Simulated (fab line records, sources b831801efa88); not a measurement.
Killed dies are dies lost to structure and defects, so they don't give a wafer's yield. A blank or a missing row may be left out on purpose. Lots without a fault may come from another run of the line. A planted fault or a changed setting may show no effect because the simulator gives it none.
A struck lot beside a sound one | flow sky130 | 36 steps out of a route of 708
Sound: wafers L448.1, L448.4, L448.5. Struck: wafers L437.2, L437.6. (L437.5 of the same lot was not struck and is left out.) The cause comes at the end.
At each step with rows: each side's tool, then ch and its chambers, then its first start. Under that, the readings that differ: sound wafers | struck wafers | difference of the means | sigmas: that difference in standard deviations of wafers without a fault.
alike: readings whose means differ by less than 2 such deviations, and words and numbers that are the same on both sides. not compared: withheld readings, readings that some wafer has no value for, bounds like >300 that may hide the same value, and numbers for which the record gives no deviation and whose values overlap.
The two part at a step that has a row with sigmas, a row that says differs or no value, or rows on one side only. Numbers that don't overlap but have no deviation are shown without sigmas and don't part them. A reading that every wafer of one side lacks parts them only if that side has two wafers or more.

first, 10 steps without rows for these wafers: SKY_VIA2_STRIP_17 (strips in post etch residue remover, time 1200 s); SKY_VIA2_CLEAN_18 (cleans in IPA, time 180 s); SKY_VIA2_CLEAN_19 (cleans in O3/DIW); SKY_VIA2_SPUTTER_20 (material TiN, target thk 20 nm, time 80 s); SKY_VIA2_CVD_21 (deposits W, target thk 420 nm, time 126.4 s); SKY_VIA2_CMP_24 (polishes, stops on SiO2, t overpolish 20 s, target thk 0 nm); SKY_METAL3_SPUTTER_00 (material Ti, target thk 15 nm, time 10 s); SKY_METAL3_SPUTTER_01 (material TiN, target thk 20 nm, time 16.7 s); SKY_METAL3_SPUTTER_02 (material AlCu, target thk 735 nm, time 39.1 s); SKY_METAL3_SPUTTER_03 (material Ti, target thk 5 nm, time 3.3 s).
SKY_METAL3_SPUTTER_04: material TiN, target thk 70 nm, time 58.3 s.
  sound on pvd_sputter-03, day 44 17:32; struck on pvd_sputter-04, day 41 20:16
  reading                                    | sound             | struck    | difference | sigmas
  model.TiN_of_METAL3_SPUTTER_04.thk_nm (nm) | 69.89 68.88 69.38 | 123 122.6 | +53        |
  alike: throttle_valve_pct
then, 23 steps without rows for these wafers: SKY_CAPM_CVD_00 (deposits SiO2, target thk 15.5 nm); SKY_CAPM_SPUTTER_02 (material TiN, target thk 200 nm, time 166.7 s); SKY_CAPM_DEHYDRATE_05 (time 60 s); SKY_CAPM_HMDS_06 (prime time 60 s); SKY_CAPM_COAT_07 (resist thk 1140 nm); SKY_CAPM_SOFTBAKE_08 (time 60 s); SKY_CAPM_EXPOSE_09 (exposes mask CAPM, target cd 1000 nm); SKY_CAPM_PEB_10; SKY_CAPM_DEVELOP_11 (develop time 60 s); SKY_CAPM_METAL_ETCH_13 (etches TiN in Cl2/BCl3, stops on SiO2, target depth 220 nm, time 62.9 s); SKY_CAPM_STRIP_14 (strips in O2/N2); SKY_CAPM_STRIP_15 (strips in post etch residue remover, time 1200 s); SKY_CAPM_CLEAN_16 (cleans in IPA, time 180 s); SKY_CAPM_CLEAN_17 (cleans in O3/DIW); SKY_METAL3_DEHYDRATE_05 (time 60 s); SKY_METAL3_HMDS_06 (prime time 60 s); SKY_METAL3_COAT_07 (resist thk 60 nm); SKY_METAL3_COAT_08 (resist thk 1140 nm); SKY_METAL3_SOFTBAKE_09 (time 90 s); SKY_METAL3_EXPOSE_10 (exposes mask MM3, target cd 300 nm); SKY_METAL3_PEB_11; SKY_METAL3_DEVELOP_12 (develop time 60 s); SKY_METAL3_DESCUM_15 (chemistry O2, time 8 s).
-- the record jumps here: 2 days lie between the struck wafers' starts before and after --
SKY_METAL3_METAL_ETCH_18: etches the open film in Cl2/BCl3, stops on SiO2, target depth 845 nm, time 183.1 s.
  sound on rie_metal-02 ch 0,1, day 46 15:31; struck on rie_metal-04 ch 0,1, day 43 21:36
  reading                      | sound             | struck      | difference | sigmas
  he_backside_leak_sccm (sccm) | 3.5 3.4 3.6       | 3.6 5.2     | +0.9       | +3
  oes_product_au (a.u.)        | 0.863 0.864 0.857 | 0.885 0.890 | +0.026     | +4
  alike: bcl3_flow_sccm, bias_w, drypump_motor_current_A, mfc_cl2_sccm, throttle_valve_pct
  not compared: rf_hours_counter_h
-- the record jumps here: 7 days lie between the struck wafers' starts before and after (it left off in module METAL3 and takes up again in module PAD_OPEN, whose first step shown is number 708 of the route) --
SKY_PAD_OPEN_PROBE_99:
  sound on prober-01, day 52 14:01; struck on prober-02, day 50 13:21
  reading                       | sound             | struck      | difference | sigmas
  model.etest.via3_chain.rc_ohm | 9.996 9.453 9.573 | 11.35 11.68 | +1.84      |
  alike: defect_limited_yield, killed_at_M0_to_M3, killed_at_M4_up, killed_at_contacts, killed_at_front_end, killed_at_other, killed_dies, killed_open, killed_short, sort_bin_3_pad_short, sort_bin_5_function, sort_bin_6_memory, sort_n_pass, sort_yield_pct

WHERE THEY PART
Only at SKY_METAL3_METAL_ETCH_18, within this record. Later steps at which nothing parts them and some readings are alike: SKY_PAD_OPEN_PROBE_99.

WHY: what the simulator had put in
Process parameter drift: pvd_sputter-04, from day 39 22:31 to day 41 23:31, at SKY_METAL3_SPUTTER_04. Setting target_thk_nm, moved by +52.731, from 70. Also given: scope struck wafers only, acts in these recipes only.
